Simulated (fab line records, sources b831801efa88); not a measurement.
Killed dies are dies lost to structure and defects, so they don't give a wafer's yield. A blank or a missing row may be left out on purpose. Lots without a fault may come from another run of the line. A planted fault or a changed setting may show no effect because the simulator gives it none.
fab line records | flow gf180mcu
record lots=5 wafers=15 last_day=34
route steps=602 shown VT_IMPLANT@127 MVSD@136 NWELL@137 LVPWELL@138
lots that met no fault: from a run of the same line without faults
start_h: hours from the record's first day to the start of the lot's first wafer shown | wait_h: hours since the lot's step before | " the same as in the row above | L1.1+2: a row that stands for several wafers | - no value, or no start given | * or withheld: withheld | < > ~ a bound
route shown NAME@n: a module of which the file shows steps, and the number in the route of the first | usual: mean/standard deviation of fault-free wafers | same: alike in all rows | chamber/n: place in a boat | sites: the reading at each site | _std_site: their standard deviation | _edge_site: outer sites' mean less inner sites' | radius_mm: how far each site lies from the wafer's centre | mask NAME#n: copy n | behind: the tool/chamber that last shaped the wafer | hold: why the lot was held/for how many hours/how that ended | device: the transistor (n, p or np) that didn't switch | end of line: the same wafers' tests at the end of the route | a step without rows: its recipe alone | killed: dies lost to structure and defects at the first sort, not the wafer's yield | map: a wafer's dies, x killed, . not, _ none there
set.NAME: the setting as run; set.NAME@STEP: as run at that earlier step | model.NAME: the simulator's own value behind a step, which no gauge read
lots at some steps of the route; a table a step, a row a wafer
services: from which hour (start_h, from the record's first day; less than 0 if before it) a tool's chamber was out of use, for how many hours, and why
## steps
# step GF_VT_IMPLANT_EXPOSE_37
# recipe mask_id=Nwell_HV_AREA target_cd_nm=860 na=0.6 source_shape=conventional sigma_outer=0.6 dose_mj=140
# columns lot.wafer tool chamber start_h wait_h mask
L074.1+4+5 iline_stepper-02 0 - - Nwell_HV_AREA#0
L075.1+2+6 iline_stepper-02 0 - - Nwell_HV_AREA#0
L076.1+4+5 iline_stepper-01 0 - - Nwell_HV_AREA#0
L079.2+4+5 iline_stepper-02 0 - - Nwell_HV_AREA#0
L094.1+2+5 iline_stepper-01 0 - - Nwell_HV_AREA#0
# step GF_VT_IMPLANT_PEB_38
# recipe temp_c=withheld time_s=* resist=NOVOLAK
# columns lot.wafer tool chamber start_h wait_h
L074.1+4+5 litho_track-02 0 - -
L075.1+2+6 litho_track-02 0 - -
L076.1+4+5 litho_track-03 0 - -
L079.2+4+5 litho_track-02 0 - -
L094.1+2+5 litho_track-01 0 - -
# step GF_VT_IMPLANT_DEVELOP_39
# recipe develop_time_s=60 dev_temp_c=23
# columns lot.wafer tool chamber start_h wait_h
L074.1+4+5 litho_track-02 0 159.68 0.1
L075.1+2+6 litho_track-02 0 167.63 0.1
L076.1+4+5 litho_track-03 0 169.63 0.1
L079.2+4+5 litho_track-02 0 190.86 0.1
L094.1+2+5 litho_track-01 0 289.39 0.1
# step GF_VT_IMPLANT_OVL_MEAS_40
# usual VT_IMPLANT_03_OVL=-0.1/1.2
# columns lot.wafer tool chamber start_h wait_h VT_IMPLANT_03_OVL[nm]
L074.1 overlay-02 - 159.83 0.1 0.0
L074.4 " - " " -2.5
L074.5 " - " " -0.4
L075.1 overlay-01 - 167.78 0.1 -2.6
L075.2 " - " " -0.6
L075.6 " - " " -1.6
L076.1 overlay-01 - 169.78 0.1 0.4
L076.4 " - " " -0.8
L076.5 " - " " 0.1
L079.2 overlay-01 - 190.99 0.1 -0.9
L079.4 " - " " -1.5
L079.5 " - " " -2.2
L094.1 overlay-01 - 289.54 0.1 -0.6
L094.2 " - " " -1.2
L094.5 " - " " 0.9
# step GF_VT_IMPLANT_IMPLANT_41
# recipe species=As energy_kev=70 dose_cm2=1.013e+12 tilt_deg=7
# usual beam_energy_keV=70.006/0.022 tilt_deg=7.005/0.019
# columns lot.wafer tool chamber start_h wait_h beam_energy_keV tilt_deg
L074.1 implanter-03 0 159.87 0.0 70.030 6.983
L074.4 " 0 " " 69.980 6.996
L074.5 " 0 " " 69.998 7.009
L075.1 implanter-02 0 167.82 0.0 70.004 7.005
L075.2 " 0 " " 70.013 7.024
L075.6 " 0 " " 70.000 6.999
L076.1 implanter-03 0 169.81 0.0 69.983 7.007
L076.4 " 0 " " 69.988 7.004
L076.5 " 0 " " 70.000 7.002
L079.2 implanter-04 0 191.04 0.0 69.978 6.962
L079.4 " 0 " " 70.008 7.007
L079.5 " 0 " " 69.974 7.005
L094.1 implanter-02 0 289.58 0.0 70.013 6.976
L094.2 " 0 " " 70.027 6.992
L094.5 " 0 " " 70.025 6.986
# step GF_VT_IMPLANT_STRIP_42
# recipe chemistry=O2/N2 power_w=1400 pressure_mtorr=1500 platen_temp_c=250 o2_flow_sccm=3000 n2_flow_sccm=300 overash_fraction=0.5
# usual drypump_motor_current_A=5.6/0.5 heater_power_w=318/32 oes_product_au=0.717/0.0043 strip_time_to_endpoint_s=12.68/0.037
# columns lot.wafer tool chamber start_h wait_h drypump_motor_current_A heater_power_w oes_product_au rf_hours_counter_h strip_time_to_endpoint_s
L074.1 plasma_asher-02 1 160.02 0.1 4.7 372 0.714 52 12.67
L074.4 " 1 " " 4.7 370 0.711 - 12.68
L074.5 " 0 " " 6.0 371 0.723 - 12.70
L075.1 plasma_asher-04 1 167.97 0.1 4.8 340 0.723 40 12.73
L075.2 " 0 " " 5.8 264 0.719 40 12.72
L075.6 " 1 " " 4.8 329 0.718 - 12.71
L076.1 plasma_asher-04 1 169.96 0.1 4.8 318 0.718 40 12.76
L076.4 " 0 " " 5.8 278 0.717 - 12.73
L076.5 " 0 " " 5.8 279 0.723 - 12.74
L079.2 plasma_asher-04 1 191.17 0.1 4.8 333 0.717 42 12.65
L079.4 " 1 " " 4.8 322 0.719 - 12.69
L079.5 " 0 " " 5.8 273 0.721 - 12.67
L094.1 plasma_asher-02 0 289.73 0.1 6.0 372 0.717 66 12.66
L094.2 " 1 " " 4.7 369 0.717 66 12.69
L094.5 " 1 " " 4.7 358 0.718 - 12.69
# step GF_VT_IMPLANT_TW_MEAS_43
# usual VT_IMPLANT_4_TW=688/5.2
# columns lot.wafer tool chamber start_h wait_h VT_IMPLANT_4_TW
L074.1 film_metro-04 - 160.12 0.1 696
L074.4 " - " " 697
L074.5 " - " " 697
L075.1 film_metro-01 - 168.07 0.1 684
L075.2 " - " " 685
L075.6 " - " " 683
L076.1 film_metro-02 - 170.06 0.1 684
L076.4 " - " " 683
L076.5 " - " " 683
L079.2 film_metro-04 - 191.28 0.1 692
L079.4 " - " " 696
L079.5 " - " " 689
L094.1 film_metro-01 - 289.83 0.1 688
L094.2 " - " " 686
L094.5 " - " " 686
# step GF_VT_IMPLANT_CLEAN_44
# recipe chemistry=SC1/SC2 mix=1:4:20 temp_c=70 time_s=150 dry=n2_spin
# columns lot.wafer tool chamber start_h wait_h
L074.1+4+5 wet_bench-02 3 160.18 0.1
L075.1+2+6 wet_bench-02 3 168.13 0.1
L076.1+4+5 wet_bench-04 3 170.12 0.1
L079.2+4+5 wet_bench-03 3 191.33 0.0
L094.1+2+5 wet_bench-02 2 289.89 0.1
# step GF_VT_IMPLANT_RTA_45
# recipe temp_c=1050 time_s=30 ambient=N2
# usual lamp_power_pct=38/3.4 wafer_temp_C_max=1057.5/2.4
# columns lot.wafer tool chamber start_h wait_h lamp_power_pct wafer_temp_C_max
L074.1 rtp_anneal-01 0 160.23 0.0 41 1059.4
L074.4 " 0 " " 41 1060.4
L074.5 " 0 " " 41 1060.6
L075.1 rtp_anneal-01 0 168.18 0.0 41 1058.6
L075.2 " 0 " " 41 1058.8
L075.6 " 0 " " 41 1063.5
L076.1 rtp_anneal-01 0 170.18 0.0 41 1056.6
L076.4 " 0 " " 41 1059.8
L076.5 " 0 " " 41 1060.5
L079.2 rtp_anneal-01 0 191.40 0.0 41 1061.4
L079.4 " 0 " " 41 1060.9
L079.5 " 0 " " 41 1058.9
L094.1 rtp_anneal-02 0 289.94 0.0 34 1055.0
L094.2 " 0 " " 34 1055.7
L094.5 " 0 " " 34 1056.2
# step GF_VT_IMPLANT_RS_MEAS_46
# recipe thk_meas_gauge=four-point-probe
# usual MVSD_RS=456.8/1
# columns lot.wafer tool chamber start_h wait_h MVSD_RS[ohm/sq]
L074.1 film_metro-01 - 160.33 0.1 455.8
L074.4 " - " " 455.8
L074.5 " - " " 455.7
L075.1 film_metro-03 - 168.28 0.1 457.2
L075.2 " - " " 457.2
L075.6 " - " " 457.1
L076.1 film_metro-03 - 170.28 0.1 456.6
L076.4 " - " " 456.4
L076.5 " - " " 456.9
L079.2 film_metro-01 - 191.50 0.1 457.8
L079.4 " - " " 457.2
L079.5 " - " " 456.3
L094.1 film_metro-01 - 290.04 0.1 454.3
L094.2 " - " " 455.3
L094.5 " - " " 455.3
# step GF_VT_IMPLANT_RS_MEAS_47
# recipe thk_meas_gauge=four-point-probe
# usual NWELL_RS=488.2/1.1
# columns lot.wafer tool chamber start_h wait_h NWELL_RS[ohm/sq]
L074.1 film_metro-01 - 160.45 0.1 488.6
L074.4 " - " " 489.0
L074.5 " - " " 488.6
L075.1 film_metro-03 - 168.40 0.1 486.2
L075.2 " - " " 486.2
L075.6 " - " " 486.6
L076.1 film_metro-03 - 170.40 0.1 485.5
L076.4 " - " " 485.5
L076.5 " - " " 487.4
L079.2 film_metro-01 - 191.62 0.1 488.6
L079.4 " - " " 489.2
L079.5 " - " " 489.7
L094.1 film_metro-01 - 290.16 0.1 489.5
L094.2 " - " " 489.8
L094.5 " - " " 489.3
# step GF_VT_IMPLANT_RS_MEAS_48
# recipe thk_meas_gauge=four-point-probe
# usual LVPWELL_RS=1198/3.3
# columns lot.wafer tool chamber start_h wait_h LVPWELL_RS[ohm/sq]
L074.1 film_metro-01 - 160.57 0.1 1199
L074.4 " - " " 1192
L074.5 " - " " 1200
L075.1 film_metro-03 - 168.52 0.1 1197
L075.2 " - " " 1196
L075.6 " - " " 1197
L076.1 film_metro-03 - 170.52 0.1 1198
L076.4 " - " " 1195
L076.5 " - " " 1198
L079.2 film_metro-01 - 191.74 0.1 1195
L079.4 " - " " 1197
L079.5 " - " " 1197
L094.1 film_metro-01 - 290.28 0.1 1201
L094.2 " - " " 1203
L094.5 " - " " 1199
## services
# columns tool chamber start_h hours kind
implanter-02 - 134.95 3.7 repair
litho_track-01 - 139.12 - consumable_replace:filter
wet_bench-03 - 141.30 4.4 pm
iline_stepper-02 - 143.77 1.7 pm
implanter-04 - 167.52 3.9 pm
iline_stepper-02 - 169.29 0.8 repair
plasma_asher-04 - 170.53 2.8 repair
implanter-03 - 177.54 2.2 repair
iline_stepper-01 - 207.26 1.7 pm
implanter-04 - 212.67 2.4 repair
iline_stepper-01 - 235.67 2.1 pm
implanter-03 - 236.93 14.9 pm
iline_stepper-01 - 237.75 - consumable_replace:lamp
iline_stepper-02 0 261.78 - calibration
implanter-03 - 264.91 3.6 repair
litho_track-03 - 266.51 - consumable_replace:filter
wet_bench-02 - 282.65 4.2 repair
## key
fault none
